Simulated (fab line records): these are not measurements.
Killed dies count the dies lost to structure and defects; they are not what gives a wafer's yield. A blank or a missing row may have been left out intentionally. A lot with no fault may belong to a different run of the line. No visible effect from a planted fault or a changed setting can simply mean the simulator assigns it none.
Struck lot and sound lot, side by side :: flow sky130 :: 35 steps out of a route of 708
Sound: the wafers L290.2, L290.3, L290.6. Struck: wafer L301.4 (left out: L301.3, L301.5 of the same lot, which were not struck); the cause appears at the end.
Per side, at each step with rows, come the tool, then ch with its chambers, and then its first start. Under that, the readings that differ: sound wafers :: struck wafers :: difference of the means :: sigmas: that difference in standard deviations of wafers without a fault.
alike: a reading whose means differ by less than 2 such deviations, as well as words and numbers matching on both sides. not compared: withheld readings; readings where some wafer has no value; bounds like >300 that might hide an equal value; numbers whose values overlap and for which the record gives no deviation.
A row with sigmas, a row that says differs or no value, or rows on one side alone: a step with any of these is where the two part. When numbers do not overlap yet have no deviation, they are printed without sigmas and do not part them. A reading that every wafer of one side lacks parts them only if that side has two wafers or more.

first, 9 steps without rows for these wafers: SKY_VIA2_SPUTTER_20 (material TiN, target thk 20 nm, time 80 s); SKY_VIA2_CVD_21 (deposits W, target thk 420 nm, time 126.4 s); SKY_VIA2_CMP_24 (polishes, stops on SiO2, t overpolish 20 s, target thk 0 nm); SKY_METAL3_SPUTTER_00 (material Ti, target thk 15 nm, time 10 s); SKY_METAL3_SPUTTER_01 (material TiN, target thk 20 nm, time 16.7 s); SKY_METAL3_SPUTTER_02 (material AlCu, target thk 735 nm, time 39.1 s); SKY_METAL3_SPUTTER_03 (material Ti, target thk 5 nm, time 3.3 s); SKY_METAL3_SPUTTER_04 (material TiN, target thk 70 nm, time 58.3 s); SKY_CAPM_CVD_00 (deposits SiO2, target thk 15.5 nm).
SKY_CAPM_SPUTTER_02: material TiN, target thk 200 nm, time 166.7 s.
  sound: pvdSputter-03 at day 36 09:33; struck: pvdSputter-03 at day 40 03:13
  alike: substrateTempC, throttleValvePct
then, 24 steps without rows for these wafers: SKY_CAPM_DEHYDRATE_05 (time 60 s); SKY_CAPM_HMDS_06 (prime time 60 s); SKY_CAPM_COAT_07 (resist thk 1140 nm); SKY_CAPM_SOFTBAKE_08 (time 60 s); SKY_CAPM_EXPOSE_09 (exposes mask CAPM, target cd 1000 nm); SKY_CAPM_PEB_10; SKY_CAPM_DEVELOP_11 (develop time 60 s); SKY_CAPM_METAL_ETCH_13 (etches TiN in Cl2/BCl3, stops on SiO2, target depth 220 nm, time 62.9 s); SKY_CAPM_STRIP_14 (strips in O2/N2); SKY_CAPM_STRIP_15 (strips in post etch residue remover, time 1200 s); SKY_CAPM_CLEAN_16 (cleans in IPA, time 180 s); SKY_CAPM_CLEAN_17 (cleans in O3/DIW); SKY_METAL3_DEHYDRATE_05 (time 60 s); SKY_METAL3_HMDS_06 (prime time 60 s); SKY_METAL3_COAT_07 (resist thk 60 nm); SKY_METAL3_COAT_08 (resist thk 1140 nm); SKY_METAL3_SOFTBAKE_09 (time 90 s); SKY_METAL3_EXPOSE_10 (exposes mask MM3, target cd 300 nm); SKY_METAL3_PEB_11; SKY_METAL3_DEVELOP_12 (develop time 60 s); SKY_METAL3_DESCUM_15 (chemistry O2, time 8 s); SKY_METAL3_ETCH_16 (etches BARC in N2/H2, stops on SiO2, time 88.2 s, target depth 60 nm); SKY_METAL3_ETCH_17 (etches SiO2 in C4F8/O2/Ar, stops on TiN, time 3.9 s, target depth 15 nm); SKY_METAL3_METAL_ETCH_18 (etches the open film in Cl2/BCl3, stops on SiO2, target depth 845 nm, time 183.1 s).
-- the record jumps here: 9 days lie between the struck wafers' starts before and after (it left off in module METAL3 and takes up again in module PAD_OPEN, whose first step shown is number 708 of the route) --
SKY_PAD_OPEN_PROBE_99:
  sound: prober-02 at day 45 18:55; struck: prober-01 at day 48 19:58
reading: defectLimitedYield (%)
sound: 82.7 83.3 85.4
struck: 68.5
difference: -15.3
sigmas: -8

reading: killedAtContacts
sound: 20 21 14
struck: 33
difference: +15
sigmas: +3

reading: killedAtFrontEnd
sound: 25 23 16
struck: 11
difference: -10
sigmas: -2

reading: killedAtOther
sound: 0 0 0
struck: 63
difference: +63
sigmas: +99 or more

reading: killedDies
sound: 85 82 72
struck: 155
difference: +75
sigmas: +8

reading: sort_bin_3_pad_short (%)
sound: 1.0 1.0 0.6
struck: 5.1
difference: +4.2
sigmas: +10

reading: sort_bin_5_function (%)
sound: 11.0 10.2 9.6
struck: 18.7
difference: +8.4
sigmas: +6

reading: sort_bin_6_memory (%)
sound: 5.3 5.5 4.5
struck: 7.7
difference: +2.6
sigmas: +2

reading: sortNPass
sound: 407 410 420
struck: 337
difference: -75
sigmas: -8

reading: sortYieldPct (%)
sound: 82.7 83.3 85.4
struck: 68.5
difference: -15.3
sigmas: -8

reading: model.etest.tester.sortNPass
sound: 407 410 420
struck: 337
difference: -75
sigmas: 

reading: model.etest.tester.sortYieldPct (%)
sound: 82.72 83.33 85.37
struck: 68.5
difference: -15.3
sigmas: 

reading: model.etest.tester.sort_bin_5_pct (%)
sound: 10.98 10.16 9.553
struck: 18.7
difference: +8.5
sigmas: 

reading: model.etest.tester.sort_bin_3_pct (%)
sound: 1.016 1.016 0.6098
struck: 5.081
difference: +4.200
sigmas: 
  alike: killed_at_M0_to_M3, killed_at_M4_up, killedOpen, killedShort

WHERE THEY PART
Within this record, at SKY_PAD_OPEN_PROBE_99 only.

WHY: what had been put in by the simulator
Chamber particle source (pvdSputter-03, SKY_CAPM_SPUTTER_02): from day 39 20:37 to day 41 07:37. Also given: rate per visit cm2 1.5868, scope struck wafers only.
